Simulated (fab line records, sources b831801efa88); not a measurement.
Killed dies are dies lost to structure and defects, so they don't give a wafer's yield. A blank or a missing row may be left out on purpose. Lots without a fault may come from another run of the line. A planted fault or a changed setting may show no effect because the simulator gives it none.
A struck lot beside a sound one | flow gf180mcu | 15 steps out of a route of 602
Sound: wafers L363.2, L363.3, L363.6. Struck: wafers L381.2, L381.4, L381.5. The cause comes at the end.
At each step with rows: each side's tool, then ch and its chambers, then its first start. Under that, the readings that differ: sound wafers | struck wafers | difference of the means | sigmas: that difference in standard deviations of wafers without a fault.
alike: readings whose means differ by less than 2 such deviations, and words and numbers that are the same on both sides. not compared: withheld readings, readings that some wafer has no value for, bounds like >300 that may hide the same value, and numbers for which the record gives no deviation and whose values overlap.
The two part at a step that has a row with sigmas, a row that says differs or no value, or rows on one side only. Numbers that don't overlap but have no deviation are shown without sigmas and don't part them. A reading that every wafer of one side lacks parts them only if that side has two wafers or more.

first, 7 steps without rows for these wafers: GF_NWELL_DEHYDRATE_00 (time 60 s); GF_NWELL_HMDS_01 (prime time 60 s); GF_NWELL_COAT_02 (resist thk 3000 nm); GF_NWELL_SOFTBAKE_03; GF_NWELL_EXPOSE_04 (exposes mask Nwell, target cd 860 nm); GF_NWELL_PEB_05; GF_NWELL_DEVELOP_06 (develop time 60 s).
GF_NWELL_OVL_MEAS_07:
  sound on overlay-02, day 4 04:02; struck on overlay-02, day 8 02:04
  alike: NWELL_OVL
then, 2 steps without rows for these wafers: GF_NWELL_IMPLANT_08; GF_NWELL_IMPLANT_09.
GF_NWELL_STRIP_10: strips in O2/N2.
  sound on plasma_asher-03 ch 0,1, day 4 04:22; struck on plasma_asher-02 ch 0,1, day 8 02:24
  alike: drypump_motor_current_A, heater_power_w, oes_product_au, platen_temp_c, strip_time_to_endpoint_s
  not compared: rf_hours_counter_h
GF_NWELL_TW_MEAS_11:
  sound on film_metro-04, day 4 04:28; struck on film_metro-02, day 8 02:31
  reading  | sound          | struck         | difference | sigmas
  NWELL_TW | 1541 1550 1547 | 1595 1600 1596 | +51        | +2
GF_LVPWELL_DEHYDRATE_00: time 60 s.
  sound on litho_track-01 ch 0, day 4 10:44; struck on litho_track-02 ch 0, day 8 09:51
  reading                  | sound                | struck               | difference | sigmas
  heater_power_total_W (W) | 160.23 160.39 160.23 | 161.72 161.59 161.70 | +1.39      | +13
  run_length_s (s)         | 89.24 89.60 89.34    | 87.57 87.70 87.53    | -1.79      | -9
then, 1 step without rows for these wafers: GF_LVPWELL_HMDS_01 (prime time 60 s).
GF_PASSIVATION_PROBE_99:
  the record has rows for the sound wafers here (prober-02, day 29 21:34) and none for the struck ones

WHERE THEY PART
First at GF_NWELL_TW_MEAS_11; last, within this record, at GF_PASSIVATION_PROBE_99.

WHY: what the simulator had put in
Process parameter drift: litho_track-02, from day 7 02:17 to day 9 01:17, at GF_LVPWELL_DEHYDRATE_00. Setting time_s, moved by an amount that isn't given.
